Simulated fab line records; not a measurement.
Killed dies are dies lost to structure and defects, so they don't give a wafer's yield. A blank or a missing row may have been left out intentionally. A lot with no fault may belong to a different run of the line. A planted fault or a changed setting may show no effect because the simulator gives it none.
Which of the tools did it? | flow gf180mcu | 24 lots with 72 wafers sampled at 6 steps, on a route of 602 steps

## WHAT THE GAUGES SHOWED, per wafer
GF_SAB_CD_MEAS_09: the cd target is 420 nm.
lot  | measured     | on        | cd-nm (nm)
L074 | day 15 02:32 | cd-sem-02 | 422.0 420.1 420.7
L075 | day 15 07:22 | cd-sem-02 | 419.7 419.5 420.9
L076 | day 15 18:18 | cd-sem-02 | 423.6 425.3 426.3
L077 | day 15 22:50 | cd-sem-01 | 422.0 422.6 422.0
L078 | day 16 10:40 | cd-sem-01 | 420.5 420.5 422.6
L079 | day 17 02:07 | cd-sem-01 | 416.3 418.8 417.2
L080 | day 17 08:56 | cd-sem-01 | 421.6 418.4 418.5
L081 | day 17 18:35 | cd-sem-01 | 419.1 417.5 421.1
L082 | day 18 03:44 | cd-sem-02 | 421.7 425.1 419.9
L083 | day 18 08:13 | cd-sem-02 | 419.6 421.1 419.7
L084 | day 19 02:05 | cd-sem-01 | 418.2 420.8 417.4
L085 | day 19 06:52 | cd-sem-01 | 419.2 416.2 417.5
L086 | day 19 11:34 | cd-sem-01 | 421.5 424.1 422.7
L087 | day 19 18:46 | cd-sem-01 | 418.3 418.3 418.8
L088 | day 20 03:21 | cd-sem-02 | 419.8 421.6 420.2
L089 | day 20 13:05 | cd-sem-02 | 421.0 420.7 419.3
L090 | day 20 19:04 | cd-sem-02 | 421.3 422.4 424.2
L091 | day 21 02:06 | cd-sem-02 | 418.3 421.1 420.4
L092 | day 21 12:25 | cd-sem-01 | 421.5 420.5 419.4
L093 | day 22 00:27 | cd-sem-02 | 419.6 420.4 421.7
L094 | day 22 08:26 | cd-sem-01 | 418.6 415.9 417.3
L095 | day 22 15:29 | cd-sem-02 | 420.2 420.5 419.5
L096 | day 23 01:41 | cd-sem-01 | 421.6 418.9 420.4
L097 | day 23 03:28 | cd-sem-01 | 420.7 417.1 418.3

GF_V1_BOW_MEAS_05.
lot  | measured     | on            | V1_BOW (um)
L074 | day 17 03:17 | film-metro-03 | 88 78 86
L075 | day 17 09:55 | film-metro-01 | 77 68 80
L076 | day 17 20:25 | film-metro-01 | 81 81 86
L077 | day 18 01:25 | film-metro-02 | 88 83 90
L078 | day 18 14:19 | film-metro-02 | 89 76 86
L079 | day 19 05:34 | film-metro-03 | 80 79 70
L080 | day 19 13:46 | film-metro-01 | 82 81 73
L081 | day 19 22:41 | film-metro-02 | 79 75 92
L082 | day 20 08:16 | film-metro-01 | 73 75 79
L083 | day 20 12:49 | film-metro-03 | 82 84 89
L084 | day 21 07:43 | film-metro-01 | 84 78 80
L085 | day 21 12:26 | film-metro-03 | 75 82 91
L086 | day 21 15:37 | film-metro-02 | 72 86 84
L087 | day 21 23:06 | film-metro-01 | 75 82 75
L088 | day 22 07:08 | film-metro-01 | 72 88 80
L089 | day 22 16:50 | film-metro-01 | 94 91 89
L090 | day 22 22:39 | film-metro-03 | 73 60 87
L091 | day 23 04:33 | film-metro-01 | 95 98 84
L092 | day 23 15:25 | film-metro-03 | 90 90 94
L093 | day 24 02:48 | film-metro-01 | 104 93 82
L094 | day 24 10:38 | film-metro-02 | 95 84 85
L095 | day 24 17:29 | film-metro-03 | 75 82 78
L096 | day 25 03:23 | film-metro-01 | 83 96 90
L097 | day 25 04:01 | film-metro-01 | 84 75 89

GF_M2_CD_MEAS_14: the cd target is 280 nm.
lot  | measured     | on        | cd-nm (nm)
L074 | day 19 03:31 | cd-sem-02 | 280.4 278.9 279.9
L075 | day 19 10:58 | cd-sem-01 | 279.5 278.8 278.2
L076 | day 19 20:53 | cd-sem-01 | 278.5 278.6 278.6
L077 | day 20 03:04 | cd-sem-02 | 281.6 280.8 281.5
L078 | day 20 16:03 | cd-sem-02 | 279.7 279.4 279.2
L079 | day 21 07:55 | cd-sem-01 | 278.0 278.7 278.7
L080 | day 21 15:31 | cd-sem-02 | 279.6 279.1 278.8
L081 | day 22 00:29 | cd-sem-01 | 280.5 280.5 279.5
L082 | day 22 09:48 | cd-sem-01 | 278.7 277.4 278.8
L083 | day 22 14:26 | cd-sem-02 | 278.2 278.4 279.0
L084 | day 23 08:38 | cd-sem-02 | 281.5 280.1 280.9
L085 | day 23 12:25 | cd-sem-01 | 279.2 280.7 279.0
L086 | day 23 15:34 | cd-sem-01 | 280.9 280.3 281.3
L087 | day 23 22:55 | cd-sem-01 | 279.8 278.6 276.8
L088 | day 24 07:03 | cd-sem-02 | 278.3 278.6 277.8
L089 | day 24 15:37 | cd-sem-02 | 280.9 281.4 281.1
L090 | day 24 20:07 | cd-sem-02 | 281.6 282.7 282.4
L091 | day 25 01:32 | cd-sem-02 | 278.2 278.3 277.5
L092 | day 25 12:16 | cd-sem-01 | 277.9 277.7 278.4
L093 | day 25 23:24 | cd-sem-01 | 280.1 279.6 280.3
L094 | day 26 06:58 | cd-sem-01 | 282.3 281.7 281.4
L095 | day 26 13:55 | cd-sem-02 | 278.5 278.9 279.6
L096 | day 26 23:22 | cd-sem-01 | 279.9 278.3 279.4
L097 | day 27 00:15 | cd-sem-01 | 279.3 280.5 280.0

GF_V3_THK_MEAS_25: measures by xrf.
lot  | measured     | on            | V3_W_THK (nm)
L074 | day 22 09:05 | film-metro-02 | 349 351 352
L075 | day 22 15:59 | film-metro-03 | 348 347 348
L076 | day 23 01:18 | film-metro-03 | 359 351 357
L077 | day 23 06:47 | film-metro-02 | 356 351 358
L078 | day 23 20:24 | film-metro-01 | 360 359 359
L079 | day 24 10:34 | film-metro-02 | 351 349 351
L080 | day 24 18:02 | film-metro-01 | 351 353 352
L081 | day 25 02:26 | film-metro-02 | 355 355 350
L082 | day 25 11:19 | film-metro-03 | 348 349 352
L083 | day 25 13:19 | film-metro-03 | 342 340 344
L084 | day 26 08:14 | film-metro-03 | 356 354 350
L085 | day 26 10:40 | film-metro-01 | 360 369 362
L086 | day 26 14:08 | film-metro-01 | 357 351 352
L087 | day 26 19:35 | film-metro-01 | 364 358 365
L088 | day 27 03:28 | film-metro-01 | 366 369 361
L089 | day 27 13:10 | film-metro-01 | 348 351 346
L090 | day 27 15:45 | film-metro-01 | 360 361 359
L091 | day 27 21:38 | film-metro-01 | 358 359 356
L092 | day 28 08:02 | film-metro-01 | 356 358 353
L093 | day 28 16:56 | film-metro-01 | 359 362 363
L094 | day 28 23:26 | film-metro-01 | 361 364 355
L095 | day 29 08:11 | film-metro-01 | 352 354 352
L096 | day 29 14:47 | film-metro-01 | 355 357 356
L097 | day 29 15:19 | film-metro-02 | 358 367 356

GF_V4_THK_MEAS_25: measures by xrf.
lot  | measured     | on            | V4_W_THK (nm)
L074 | day 24 09:43 | film-metro-02 | 348 346 348
L075 | day 24 15:47 | film-metro-04 | 343 340 342
L076 | day 25 00:50 | film-metro-03 | 348 347 357
L077 | day 25 05:46 | film-metro-03 | 357 357 355
L078 | day 25 19:04 | film-metro-03 | 350 350 345
L079 | day 26 08:53 | film-metro-03 | 346 343 348
L080 | day 26 16:12 | film-metro-04 | 345 354 343
L081 | day 26 22:58 | film-metro-02 | 342 347 352
L082 | day 27 07:38 | film-metro-02 | 355 352 351
L083 | day 27 10:44 | film-metro-03 | 347 348 340
L084 | day 28 03:51 | film-metro-02 | 354 361 361
L085 | day 28 06:24 | film-metro-02 | 344 342 344
L086 | day 28 10:13 | film-metro-03 | 347 342 343
L087 | day 28 15:13 | film-metro-04 | 347 355 345
L088 | day 28 22:22 | film-metro-04 | 349 347 348
L089 | day 29 08:03 | film-metro-03 | 353 357 357
L090 | day 29 09:59 | film-metro-03 | 346 349 354
L091 | day 29 15:02 | film-metro-03 | 343 344 341
L092 | day 30 00:49 | film-metro-03 | 339 338 339
L093 | day 30 09:38 | film-metro-03 | 339 341 336
L094 | day 30 15:19 | film-metro-03 | 348 342 355
L095 | day 31 00:26 | film-metro-04 | 346 350 352
L096 | day 31 06:14 | film-metro-04 | 345 340 347
L097 | day 31 06:20 | film-metro-02 | 356 355 360

## WHAT TOOL EACH LOT RAN ON (gives the tool, then ch and the chambers of the sampled wafers, and finally the start)
lot  | GF_V3_CMP_26
L074 | cmp-01 ch 1,2,3, day 22 09:14
L075 | cmp-01 ch 0,1,3, day 22 16:05
L076 | cmp-02 ch 0,1, day 23 01:22
L077 | cmp-02 ch 0,1,3, day 23 06:59
L078 | cmp-02 ch 1,3, day 23 20:28
L079 | cmp-02 ch 0,1,2, day 24 10:37
L080 | cmp-01 ch 0,2,3, day 24 18:05
L081 | cmp-01 ch 0,1,3, day 25 02:29
L082 | cmp-02 ch 0,2,3, day 25 11:22
L083 | cmp-01 ch 0,2,3, day 25 13:23
L084 | cmp-02 ch 0,2,3, day 26 08:17
L085 | cmp-01 ch 0,1,3, day 26 10:43
L086 | cmp-02 ch 0,1,2, day 26 14:17
L087 | cmp-01 ch 0,1,3, day 26 20:00
L088 | cmp-01 ch 0,1,2, day 27 03:32
L089 | cmp-01 ch 0,1,3, day 27 13:22
L090 | cmp-02 ch 0,2,3, day 27 15:55
L091 | cmp-01 ch 1,2,3, day 27 21:42
L092 | cmp-01 ch 1,2,3, day 28 08:05
L093 | cmp-01 ch 2,3, day 28 16:59
L094 | cmp-01 ch 1,2,3, day 28 23:35
L095 | cmp-02 ch 2,3, day 29 08:13
L096 | cmp-01 ch 1,2,3, day 29 14:50
L097 | cmp-02 ch 0,2,3, day 29 15:26
- GF_V3_CMP_26: polishes, stops on SiO2, t overpolish 15 s, target thk 0 nm.

## WHAT THE TOOLS THEMSELVES READ (means of the sampled wafers that have a number; where no wafer has one, the mark that the record gives instead)
GF_V3_CMP_26.
lot  | tool   | motor-current-A (A) | overpolish-run-s (s) | time-to-endpoint-s (s)
L074 | cmp-01 | 11.1                | 15.009               | 78
L075 | cmp-01 | 11.0                | 15.002               | 79
L076 | cmp-02 | 10.8                | 15.005               | 85
L077 | cmp-02 | 10.7                | 14.998               | 81
L078 | cmp-02 | 10.9                | 14.993               | 85
L079 | cmp-02 | 10.8                | 14.999               | 87
L080 | cmp-01 | 10.8                | 15.006               | 86
L081 | cmp-01 | 11.3                | 15.005               | 82
L082 | cmp-02 | 10.7                | 14.996               | 85
L083 | cmp-01 | 10.7                | 15.007               | 83
L084 | cmp-02 | 10.3                | 14.997               | 88
L085 | cmp-01 | 11.7                | 15.002               | 87
L086 | cmp-02 | 10.9                | 15.012               | 86
L087 | cmp-01 | 11.2                | 14.998               | 83
L088 | cmp-01 | 11.1                | 15.002               | 85
L089 | cmp-01 | 11.6                | 15.002               | 81
L090 | cmp-02 | 10.5                | 14.997               | 89
L091 | cmp-01 | 11.1                | 14.999               | 82
L092 | cmp-01 | 11.2                | 15.006               | 85
L093 | cmp-01 | 10.4                | 14.996               | 84
L094 | cmp-01 | 11.6                | 15.003               | 84
L095 | cmp-02 | 11.2                | 14.995               | 85
L096 | cmp-01 | 11.1                | 14.998               | 84
L097 | cmp-02 | 10.3                | 15.014               | 82

## THE ANSWER, worked out from the rows above alone
Rule: the lots themselves supply what counts as usual. The widest of any qualifying gaps counts: lots, ordered by their means at a reading, are off when they make up no more than a third of the lots, leave a main group of 4 or more, and stand apart from it by 3 or more times the standard deviation of that group's means. If all means in a main group match to the digits the tables above print for the reading, that group is not used. Also off: a lot with no number at a reading for which 4 or more lots have one. Any other lot the step has rows for is counted as sound. After the gauges, taken in route order, come the tools' own readings; for these a lot's mean is taken, as printed above. The first step at which some lot is off is used, and at that step the reading that is off furthest; a lot without a number counts as furthest.
No lot is off at any reading shown: from this, nothing can be told.

## WHAT HAD BEEN PUT IN BY THE SIMULATOR
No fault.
